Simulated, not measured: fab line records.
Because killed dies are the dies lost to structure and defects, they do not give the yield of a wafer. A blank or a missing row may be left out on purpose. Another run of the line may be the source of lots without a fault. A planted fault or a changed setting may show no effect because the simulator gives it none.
What tool caused it? ; flow sky130 ; 12 lots, 36 wafers sampled, at 5 steps of a route of 708

## WHAT EACH GAUGE READ, for each wafer
SKY_VT_ADJUST_LVTN_TW_MEAS_21.
lot;measured;on;VT_ADJUST_LVTN_2_TW
L201;day 7 23:19;film-metro-02;185.6 186.0 186.0
L202;day 8 00:14;film-metro-02;186.4 187.4 187.4
L203;day 8 06:59;film-metro-03;184.7 185.1 184.3
L206;day 9 00:40;film-metro-02;187.1 186.3 186.0
L208;day 9 20:25;film-metro-02;187.2 186.7 185.8
L210;day 10 14:13;film-metro-02;182.7 183.1 183.1
L214;day 11 11:58;film-metro-02;183.2 182.6 183.0
L215;day 12 00:49;film-metro-02;183.0 183.6 183.3
L221;day 13 17:16;film-metro-01;187.1 188.3 187.5
L222;day 13 23:51;film-metro-02;182.8 181.7 183.2
L223;day 14 03:40;film-metro-02;182.9 182.4 183.5
L224;day 14 06:49;film-metro-01;189.2 188.5 187.6

SKY_VT_ADJUST_HVTR_OVL_MEAS_08.
lot;measured;on;VT_ADJUST_HVTR_OVL (nm)
L201;day 9 18:30;overlay-02;0.6 0.0 0.4
L202;day 9 19:59;overlay-02;-0.8 -0.6 -0.2
L203;day 10 02:49;overlay-02;0.7 -0.2 -0.4
L206;day 10 21:33;overlay-02;2.9 3.1 4.0
L208;day 11 19:09;overlay-01;1.9 2.9 1.0
L210;day 12 14:41;overlay-01;1.5 3.0 0.5
L214;day 13 12:34;overlay-02;1.9 -0.6 1.9
L215;day 14 02:39;overlay-01;-1.2 1.3 -0.7
L221;day 15 23:35;overlay-02;-0.7 -2.2 -1.4
L222;day 16 06:41;overlay-02;0.8 3.3 0.0
L223;day 16 10:14;overlay-02;1.3 1.4 -0.9
L224;day 16 13:35;overlay-02;-0.1 2.1 -0.5

SKY_SONOS_ONO_THK_MEAS_05.
lot;measured;on;SONOS_ONO_CVD_04_THK (nm)
L201;day 11 22:04;film-metro-04;5.72 5.71 5.71
L202;day 12 00:28;film-metro-01;5.76 5.74 5.77
L203;day 12 07:10;film-metro-01;5.66 5.69 5.60
L206;day 13 02:31;film-metro-04;5.57 5.72 5.74
L208;day 14 01:17;film-metro-04;5.71 5.75 5.78
L210;day 15 02:19;film-metro-02;5.90 5.81 5.83
L214;day 16 00:50;film-metro-02;6.48 6.32 6.41
L215;day 16 18:13;film-metro-02;6.40 6.42 6.42
L221;day 18 21:34;film-metro-01;6.00 5.88 5.81
L222;day 18 23:02;film-metro-02;5.63 5.72 5.67
L223;day 19 02:26;film-metro-01;5.79 5.82 5.78
L224;day 19 07:59;film-metro-01;5.60 5.63 5.47

## TOOL THAT RAN EACH LOT (tool first, then ch and the chambers of the sampled wafers, then the start)
lot;SKY_VT_ADJUST_PCH_STRIP_09;SKY_SONOS_ONO_CVD_04
L201;plasma-asher-01 ch 0, day 10 17:49;lpcvd-03 ch 1, day 11 20:49
L202;plasma-asher-02 ch 0,1, day 10 19:05;lpcvd-03 ch 0, day 11 23:11
L203;plasma-asher-03 ch 0,1, day 11 02:23;lpcvd-03 ch 0, day 12 05:53
L206;plasma-asher-01 ch 0,1, day 11 21:39;lpcvd-03 ch 0, day 13 01:15
L208;plasma-asher-01 ch 0,1, day 12 19:46;lpcvd-03 ch 0, day 14 00:02
L210;plasma-asher-02 ch 0,1, day 13 16:14;lpcvd-03 ch 0, day 15 00:26
L214;plasma-asher-03 ch 0,1, day 14 15:54;lpcvd-03 ch 0, day 15 23:35
L215;plasma-asher-02 ch 0,1, day 15 05:31;lpcvd-03 ch 0, day 16 16:58
L221;plasma-asher-01 ch 0, day 17 04:37;lpcvd-03 ch 0, day 18 20:19
L222;plasma-asher-01 ch 0,1, day 17 11:52;lpcvd-03 ch 0, day 18 21:47
L223;plasma-asher-02 ch 0,1, day 17 15:30;lpcvd-03 ch 1, day 19 01:10
L224;plasma-asher-01 ch 0,1, day 17 18:40;lpcvd-03 ch 1, day 19 06:44
- SKY_VT_ADJUST_PCH_STRIP_09: strips in O2/N2.
- SKY_SONOS_ONO_CVD_04: deposits SiO2 from SiH4/N2O, target thk 5.7199 nm.

## WHAT THE TOOLS THEMSELVES READ (means of the sampled wafers that have a number; where no wafer has one, the mark that the record gives instead)
SKY_VT_ADJUST_PCH_STRIP_09.
lot;tool;drypump-motor-current-A (A);oes-product-au (a.u.);strip-time-to-endpoint-s (s)
L201;plasma-asher-01;4.9;0.730;36.93
L202;plasma-asher-02;6.3;0.716;37.01
L203;plasma-asher-03;5.3;0.727;37.11
L206;plasma-asher-01;5.4;0.727;37.12
L208;plasma-asher-01;5.2;0.724;37.07
L210;plasma-asher-02;5.8;0.723;37.05
L214;plasma-asher-03;5.3;0.728;37.12
L215;plasma-asher-02;6.3;0.724;37.03
L221;plasma-asher-01;4.9;0.723;37.00
L222;plasma-asher-01;5.1;0.722;37.01
L223;plasma-asher-02;6.3;0.724;36.88
L224;plasma-asher-01;5.4;0.722;37.01

SKY_SONOS_ONO_CVD_04.
lot;tool;pressure-mtorr (mTorr);susceptor-temp-C (C)
L201;lpcvd-03;400.2;899.8
L202;lpcvd-03;400.3;900.0
L203;lpcvd-03;400.2;900.3
L206;lpcvd-03;399.2;899.6
L208;lpcvd-03;398.9;899.9
L210;lpcvd-03;399.3;899.9
L214;lpcvd-03;480.0;900.0
L215;lpcvd-03;480.2;899.5
L221;lpcvd-03;398.9;900.4
L222;lpcvd-03;400.6;900.1
L223;lpcvd-03;399.5;899.6
L224;lpcvd-03;400.1;900.0

## THE ANSWER, worked out from the rows above alone
Rule: the lots themselves supply what counts as usual. The widest of any qualifying gaps counts: lots, ordered by their means at a reading, are off when they make up no more than a third of the lots, leave a main group of 4 or more, and stand apart from it by 3 or more times the standard deviation of that group's means. The tables above print the reading to a certain number of digits; a main group whose means all agree to those digits is not used. Also off: a lot with no number at a reading for which 4 or more lots have one. All remaining lots with rows at the step are treated as sound. After the gauges, taken in route order, come the tools' own readings; for these a lot's mean is taken, as printed above. The first step at which some lot is off is used, and at that step the reading that is off furthest; a lot without a number counts as furthest.
Off: L214, L215, at SKY_SONOS_ONO_THK_MEAS_05 (SONOS_ONO_CVD_04_THK). The main group: mean 5.73 nm, standard deviation 0.093.
A tool fits if, at a process step before that reading, it ran every lot that is off, and no sound lot after the first of them. Not tried: the gauges at SKY_SONOS_ONO_THK_MEAS_05; whatever is off there is also off at SKY_SONOS_ONO_CVD_04, on other tools, and gauge error can't account for it. Of those tried, none fits.

## WHAT THE SIMULATOR HAD INSERTED
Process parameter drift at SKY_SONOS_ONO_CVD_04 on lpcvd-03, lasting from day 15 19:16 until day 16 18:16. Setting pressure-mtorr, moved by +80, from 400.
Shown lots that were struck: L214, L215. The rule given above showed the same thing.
